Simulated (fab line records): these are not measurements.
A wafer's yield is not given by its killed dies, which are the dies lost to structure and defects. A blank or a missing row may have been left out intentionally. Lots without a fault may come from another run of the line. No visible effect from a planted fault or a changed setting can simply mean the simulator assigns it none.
The tool behind it: which one? :: flow sky130 :: 15 lots with 45 wafers sampled at 2 steps, on a route of 708 steps

== WHAT THE GAUGES READ, wafer by wafer ==
SKY_GATE_OXIDE_OVL_MEAS_10. Usual: GATE_OXIDE_OVL typically reads 0.9 nm, with standard deviation 1.3.
lot: L512
measured: day 14 05:22
on: overlay-01
GATE_OXIDE_OVL (nm): -1.3 -0.3 -1.5
flag: 

lot: L513
measured: day 14 06:34
on: overlay-02
GATE_OXIDE_OVL (nm): 1.2 1.0 1.9
flag: 

lot: L515
measured: day 14 15:58
on: overlay-01
GATE_OXIDE_OVL (nm): 1.2 0.1 0.5
flag: 

lot: L516
measured: day 15 05:46
on: overlay-01
GATE_OXIDE_OVL (nm): 0.2 0.4 -0.5
flag: 

lot: L518
measured: day 15 22:28
on: overlay-01
GATE_OXIDE_OVL (nm): 2.3 3.1 3.2
flag: 

lot: L519
measured: day 16 02:43
on: overlay-02
GATE_OXIDE_OVL (nm): 3.2 2.0 2.2
flag: 

lot: L522
measured: day 17 08:14
on: overlay-01
GATE_OXIDE_OVL (nm): -0.1 0.9 1.7
flag: 

lot: L523
measured: day 17 17:10
on: overlay-02
GATE_OXIDE_OVL (nm): 1.4 1.7 1.9
flag: 

lot: L524
measured: day 17 22:52
on: overlay-01
GATE_OXIDE_OVL (nm): 2.0 1.1 2.5
flag: 

lot: L529
measured: day 19 23:31
on: overlay-01
GATE_OXIDE_OVL (nm): 1.2 0.2 2.6
flag: 

lot: L530
measured: day 20 11:55
on: overlay-02
GATE_OXIDE_OVL (nm): 0.8 0.1 0.3
flag: 

lot: L531
measured: day 20 12:13
on: overlay-02
GATE_OXIDE_OVL (nm): 1.4 0.5 1.5
flag: 

lot: L532
measured: day 20 21:09
on: overlay-02
GATE_OXIDE_OVL (nm): 0.7 -0.6 -0.3
flag: 

lot: L533
measured: day 21 12:50
on: overlay-02
GATE_OXIDE_OVL (nm): -1.6 1.2 0.1
flag: 

lot: L534
measured: day 22 10:13
on: overlay-01
GATE_OXIDE_OVL (nm): -0.6 0.6 -0.3
flag: 

== WHICH TOOL RAN EACH LOT (tool, then ch and the chambers of the sampled wafers, then the start) ==
lot: L512
SKY_VT_ADJUST_NCORE_DEVELOP_06: litho track-03 ch 0, day 8 19:46

lot: L513
SKY_VT_ADJUST_NCORE_DEVELOP_06: litho track-01 ch 0, day 8 23:52

lot: L515
SKY_VT_ADJUST_NCORE_DEVELOP_06: litho track-01 ch 0, day 9 11:31

lot: L516
SKY_VT_ADJUST_NCORE_DEVELOP_06: litho track-01 ch 0, day 9 23:40

lot: L518
SKY_VT_ADJUST_NCORE_DEVELOP_06: litho track-01 ch 0, day 10 10:30

lot: L519
SKY_VT_ADJUST_NCORE_DEVELOP_06: litho track-02 ch 0, day 10 17:20

lot: L522
SKY_VT_ADJUST_NCORE_DEVELOP_06: litho track-02, day 11 16:10

lot: L523
SKY_VT_ADJUST_NCORE_DEVELOP_06: litho track-01, day 11 22:04

lot: L524
SKY_VT_ADJUST_NCORE_DEVELOP_06: litho track-02, day 12 04:13

lot: L529
SKY_VT_ADJUST_NCORE_DEVELOP_06: litho track-01 ch 0, day 13 16:58

lot: L530
SKY_VT_ADJUST_NCORE_DEVELOP_06: litho track-03 ch 0, day 13 21:46

lot: L531
SKY_VT_ADJUST_NCORE_DEVELOP_06: litho track-03 ch 0, day 14 03:28

lot: L532
SKY_VT_ADJUST_NCORE_DEVELOP_06: litho track-03 ch 0, day 14 08:37

lot: L533
SKY_VT_ADJUST_NCORE_DEVELOP_06: litho track-01 ch 0, day 14 16:42

lot: L534
SKY_VT_ADJUST_NCORE_DEVELOP_06: litho track-02 ch 0, day 15 23:40
- SKY_VT_ADJUST_NCORE_DEVELOP_06: develop time 60 s.

== AS READ BY THE TOOLS THEMSELVES (means over the sampled wafers that have a number; for cases with no such wafer, the mark the record gives instead) ==
SKY_VT_ADJUST_NCORE_DEVELOP_06. Usual: chill plate temp C 22.99 C, standard deviation 0.12; exhaust pa 45.0 Pa, standard deviation 0.97.
lot: L512
tool: litho track-03
chill plate temp C (C): 23.16
exhaust pa (Pa): 44.3
flag: 

lot: L513
tool: litho track-01
chill plate temp C (C): 23.01
exhaust pa (Pa): 45.9
flag: 

lot: L515
tool: litho track-01
chill plate temp C (C): 22.81
exhaust pa (Pa): 44.6
flag: 

lot: L516
tool: litho track-01
chill plate temp C (C): 23.00
exhaust pa (Pa): 44.9
flag: 

lot: L518
tool: litho track-01
chill plate temp C (C): 22.90
exhaust pa (Pa): 43.5
flag: 

lot: L519
tool: litho track-02
chill plate temp C (C): 23.11
exhaust pa (Pa): 46.5
flag: 

lot: L522
tool: litho track-02
chill plate temp C (C): -
exhaust pa (Pa): -
flag: OFF

lot: L523
tool: litho track-01
chill plate temp C (C): -
exhaust pa (Pa): -
flag: OFF

lot: L524
tool: litho track-02
chill plate temp C (C): -
exhaust pa (Pa): -
flag: OFF

lot: L529
tool: litho track-01
chill plate temp C (C): 23.06
exhaust pa (Pa): 44.9
flag: 

lot: L530
tool: litho track-03
chill plate temp C (C): 22.87
exhaust pa (Pa): 43.4
flag: 

lot: L531
tool: litho track-03
chill plate temp C (C): 22.99
exhaust pa (Pa): 44.3
flag: 

lot: L532
tool: litho track-03
chill plate temp C (C): 22.87
exhaust pa (Pa): 43.3
flag: 

lot: L533
tool: litho track-01
chill plate temp C (C): 23.13
exhaust pa (Pa): 44.9
flag: 

lot: L534
tool: litho track-02
chill plate temp C (C): 22.97
exhaust pa (Pa): 46.7
flag: 

== THE ANSWER, worked out from the rows above alone ==
Rule: a lot is off if the mean of its wafers that have a number lies more than 3 standard deviations from the usual mean. A lot without any number at a reading at which 4 lots or more have one is off too. All remaining lots with rows at the step are treated as sound. The gauges are gone through in route order, then the tools' own readings, and for those a lot's mean is taken as printed above. At the first step where some lot is off, the reading lying furthest off is the one used; lots without a number count as furthest.
Off at SKY_VT_ADJUST_NCORE_DEVELOP_06 (chill plate temp C): L522, L523, L524. Without a number there: L522, L523, L524.
A tool fits if, at that step or a process step before it, it ran every lot that is off, and no sound lot after the first of them. Not one of the candidates tried fits.

== WHAT THE SIMULATOR HAD PUT IN ==
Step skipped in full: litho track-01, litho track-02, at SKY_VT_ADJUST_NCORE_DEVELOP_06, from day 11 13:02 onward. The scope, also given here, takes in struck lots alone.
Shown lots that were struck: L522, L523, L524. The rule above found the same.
